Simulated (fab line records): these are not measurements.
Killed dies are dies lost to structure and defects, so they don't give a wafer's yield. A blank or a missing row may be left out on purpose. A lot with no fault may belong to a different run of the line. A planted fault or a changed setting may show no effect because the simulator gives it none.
A struck lot beside a sound one + flow gf180mcu + 40 out of 602 route steps
Sound: these wafers, L943.1, L943.3, L943.6. Struck: wafer L939.6 (left out: L939.2, a lot-mate that was not struck); the cause follows at the end.
Per side, at each step with rows, come the tool, then ch with its chambers, and then its first start. Under that, the readings that differ: sound wafers + struck wafers + difference of the means + sigmas: that difference in standard deviations of wafers without a fault.
alike: words and numbers the same on both sides, and readings whose means are apart by under 2 such deviations; not compared: readings that were withheld, readings missing a value for some wafer, numbers with overlapping values and no deviation given by the record, and bounds like >300 which may hide the same value.
A row with sigmas, a row that says differs or no value, or rows on one side alone: a step with any of these is where the two part. Non-overlapping numbers with no deviation appear without sigmas and do not part them. A reading missing from all wafers of one side parts the sides only when that side holds two or more wafers.

first, 3 steps without rows for these wafers: GF_SAB_STRIP_13 (strips in O2/N2); GF_SALICIDE_CLEAN_00 (cleans in SC1/SC2, time 150 s); GF_SALICIDE_WET_ETCH_01 (etches SiO2 in dHF, target depth 5 nm, time 100 s).
GF_SALICIDE_SPUTTER_02: material Co, target thk 10 nm, time 20 s.
  sound: pvd-sputter-04 at day 19 16:56; struck: pvd-sputter-02 at day 18 07:39
  alike: chamber-pressure-pa, throttle-valve-pct
then, 1 step without rows for these wafers: GF_SALICIDE_SPUTTER_03 (material TiN, target thk 20 nm, time 16.7 s).
GF_SALICIDE_RS_MEAS_04: the measuring method here is four-point-probe.
  sound: film-metro-02 at day 19 17:00; struck: film-metro-01 at day 18 07:44
  alike: SALICIDE_TIN_RS
GF_SALICIDE_THK_MEAS_05: measures by xrf.
  sound: film-metro-02 at day 19 17:07; struck: film-metro-01 at day 18 07:50
  alike: SALICIDE_TIN_THK
then, 2 steps without rows for these wafers: GF_SALICIDE_RTA_06 (time 30 s); GF_SALICIDE_WET_ETCH_07 (etches the open film in SPM, target depth 120 nm).
GF_SALICIDE_RTA_08: time 30 s.
  sound on rtp-anneal-01 ch 0, day 19 17:23; struck on rtp-anneal-01 ch 0, day 18 08:06
  alike: lamp-power-pct, wafer_temp_C_max
then, 1 step without rows for these wafers: GF_CONTACT_CVD_00 (deposits SiO2, target thk 300 nm, time 50 s).
GF_CONTACT_THK_MEAS_01:
  sound: film-metro-04 at day 19 17:31; struck: film-metro-04 at day 18 08:14
  alike: CONTACT_CVD_00_THK
GF_CONTACT_CVD_02: deposits SiO2 from TEOS, target thk 860 nm, time 95.992 s.
  sound on pecvd-01 ch 0,1,2, day 19 17:35; struck on pecvd-03 ch 1, day 18 08:17
| reading                                  | sound             | struck | difference | sigmas |
|------------------------------------------|-------------------|--------|------------|--------|
| heater-power-w (W)                       | 693 659 735       | 519    | -177       | -2     |
| model.SiO2_of_CONTACT_CVD_02.thk-nm (nm) | 848.6 871.3 868.5 | 254.9  | -607.9     |        |
GF_CONTACT_THK_MEAS_03:
  sound: film-metro-03 at day 19 17:39; struck: film-metro-01 at day 18 08:22
| reading                 | sound       | struck | difference | sigmas |
|-------------------------|-------------|--------|------------|--------|
| CONTACT_CVD_02_THK (nm) | 849 872 869 | 255    | -608       | -55    |
GF_CONTACT_CMP_04: polishes SiO2.
  sound on cmp-02 ch 0,2,3, day 19 17:46; struck on cmp-01 ch 1, day 18 08:25
| reading                | sound       | struck | difference | sigmas |
|------------------------|-------------|--------|------------|--------|
| time-to-endpoint-s (s) | 109 114 114 | 39     | -73        | -10    |
  alike: motor-current-A, retaining-ring-pressure-frac
GF_CONTACT_BOW_MEAS_05:
  sound: film-metro-04 at day 19 18:01; struck: film-metro-04 at day 18 08:46
| reading          | sound    | struck | difference | sigmas |
|------------------|----------|--------|------------|--------|
| CONTACT_BOW (um) | 65 72 74 | 48     | -22        | -3     |
then, 8 steps without rows for these wafers: GF_CONTACT_DEHYDRATE_06 (time 60 s); GF_CONTACT_HMDS_07 (prime time 60 s); GF_CONTACT_COAT_08; GF_CONTACT_COAT_09 (resist thk 1000 nm); GF_CONTACT_SOFTBAKE_10 (time 60 s); GF_CONTACT_EXPOSE_11 (exposes mask Contact, target cd 220 nm); GF_CONTACT_PEB_12 (peb time 90 s); GF_CONTACT_DEVELOP_13 (develop time 60 s).
GF_CONTACT_CD_MEAS_14: target cd 220 nm.
  sound: cd-sem-01 at day 20 18:16; struck: cd-sem-01 at day 19 09:28
  alike: cd-nm
GF_CONTACT_OVL_MEAS_15:
  sound: overlay-02 at day 20 18:23; struck: overlay-01 at day 19 09:34
  alike: CONTACT_OVL
then, 1 step without rows for these wafers: GF_CONTACT_ETCH_16 (etches BARC in N2/H2).
GF_CONTACT_ETCH_17: etches SiO2 in C4F8/O2/Ar, stops on CoSi2, target depth 860 nm.
  sound: rie-diel-03 ch 1,2; struck: rie-diel-01 ch 1
| reading                             | sound             | struck | difference | sigmas |
|-------------------------------------|-------------------|--------|------------|--------|
| bias-w (W)                          | 1196 1195 1198    | 1208   | +12        | +4     |
| oes-product-au (a.u.)               | 0.815 0.814 0.808 | 0.660  | -0.152     | -32    |
| model.etch.depth-nm (nm)            | 862.7 863.7 864.7 | 556.2  | -307.5     |        |
| model.CONTACT.feature-depth-nm (nm) | 862.7 863.7 864.7 | 556.2  | -307.5     |        |
then, 4 steps without rows for these wafers: GF_CONTACT_STRIP_18 (strips in O2/N2); GF_CONTACT_CLEAN_19 (cleans in SPM); GF_CONTACT_CLEAN_20 (cleans in DIW); GF_CONTACT_CLEAN_21 (cleans in dHF, time 20 s).
GF_CONTACT_SPUTTER_22: material Ti, target thk 15 nm, time 80.02 s.
  sound: pvd-sputter-03 at day 20 18:53; struck: pvd-sputter-03 at day 19 10:04
  alike: chamber-pressure-pa, throttle-valve-pct
then, 1 step without rows for these wafers: GF_CONTACT_SPUTTER_23 (material TiN, target thk 10 nm, time 40 s).
GF_CONTACT_CVD_24: deposits W, target thk 300 nm, time 90.339 s.
  sound on cvd-w-02 ch 0, day 20 18:59; struck on cvd-w-01 ch 0, day 19 10:10
  alike: heater-power-w
GF_CONTACT_RS_MEAS_25: the measuring method here is four-point-probe.
  sound: film-metro-01 at day 20 19:05; struck: film-metro-04 at day 19 10:17
  alike: CONTACT_W_RS
GF_CONTACT_THK_MEAS_26: measures by xrf.
  sound: film-metro-01 at day 20 19:12; struck: film-metro-04 at day 19 10:24
  alike: CONTACT_W_THK
GF_CONTACT_CMP_27: polishes, stops on SiO2, t overpolish 15 s, target thk 0 nm.
  sound on cmp-01 ch 1,3, day 20 19:16; struck on cmp-01 ch 2, day 19 10:27
| reading                                  | sound             | struck | difference | sigmas |
|------------------------------------------|-------------------|--------|------------|--------|
| model.SiO2_of_CONTACT_CVD_02.thk-nm (nm) | 553.8 552.8 553.7 | 248.1  | -305.3     |        |
  alike: motor-current-A, overpolish-run-s, retaining-ring-pressure-frac, time-to-endpoint-s
GF_M1_SPUTTER_00: material Ti, target thk 37.5 nm, time 150 s.
  sound: pvd-sputter-01 at day 20 19:34; struck: pvd-sputter-04 at day 19 10:45
  alike: chamber-pressure-pa, throttle-valve-pct
-- the record jumps here: 12 days lie between the struck wafers' starts before and after (it left off in module M1 and takes up again in module PASSIVATION, whose first step shown is number 602 of the route) --
GF_PASSIVATION_PROBE_99:
  sound: prober-01 at day 32 18:13; struck: prober-01 at day 31 18:20
| reading                          | sound             | struck | difference | sigmas |
|----------------------------------|-------------------|--------|------------|--------|
| model.etest.contact-poly.rc-ohm  | 6.186 5.928 6.042 | 4.623  | -1.429     |        |
| model.etest.contact-nplus.rc-ohm | 5.243 5.209 5.159 | 4.112  | -1.092     |        |
| model.etest.contact-pplus.rc-ohm | 5.47 5.291 5.342  | 4.068  | -1.300     |        |

WHERE THEY PART
Earliest at GF_CONTACT_CVD_02; latest, in this record, at GF_CONTACT_ETCH_17. Later steps at which nothing parts them and some readings are alike: GF_CONTACT_SPUTTER_22, GF_CONTACT_CVD_24, GF_CONTACT_RS_MEAS_25, GF_CONTACT_THK_MEAS_26, GF_CONTACT_CMP_27, GF_M1_SPUTTER_00.

WHY: what had been put in by the simulator
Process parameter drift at GF_CONTACT_CVD_02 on pecvd-03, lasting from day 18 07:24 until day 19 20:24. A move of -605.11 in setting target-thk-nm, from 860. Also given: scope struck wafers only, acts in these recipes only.
